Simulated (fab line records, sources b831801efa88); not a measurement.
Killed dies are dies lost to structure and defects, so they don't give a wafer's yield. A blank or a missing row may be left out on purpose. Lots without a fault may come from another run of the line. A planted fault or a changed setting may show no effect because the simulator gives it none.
Chamber matching | flow sky130 | SKY_POLY_GATE_ETCH_17 on rie_si-01: 4 sister chambers
The step etches poly-Si in HBr/Cl2, stops on SiO2, target depth 180 nm, time 70.5 s. 4 wafers are shown with their chamber, then 7 later ones without.

WAFERS WITH THEIR CHAMBER
wafer  | chamber | drypump_motor_current_A (A)
L389.1 | 3       | 5.34
L390.3 | 1       | 5.53
L390.6 | 2       | 5.91
L391.5 | 0       | 5.65

WAFERS WITHOUT THEIR CHAMBER
wafer  | drypump_motor_current_A (A)
L391.6 | 5.35
L393.3 | 5.92
L393.4 | 5.37
L393.6 | 5.54
L405.2 | 5.53
L405.3 | 5.65
L405.5 | 5.64

WHICH CHAMBER EACH WENT THROUGH
wafer  | from the rows above | in truth
L391.6 | 3                   | 3
L393.3 | 2                   | 2
L393.4 | 3                   | 3
L393.6 | 1                   | 1
L405.2 | 1                   | 1
L405.3 | 0                   | 0
L405.5 | 0                   | 0
Placed correctly: 7 of 7. Can't be placed from these rows: 0. Placed wrongly: 0.
How it was worked out, from the rows above alone: a wafer's distance from a chamber is the root of the sum, over the readings, of the square of ((its reading less the chamber's mean) divided by the reading's scatter). The wafer belongs to the nearest chamber; if the next one is less than 2 further off, it can't be placed. A chamber's mean is the mean of its shown wafers. The scatter: with one shown wafer a chamber, the root of the mean of the squares of how far each hidden wafer lies from its nearest shown one.
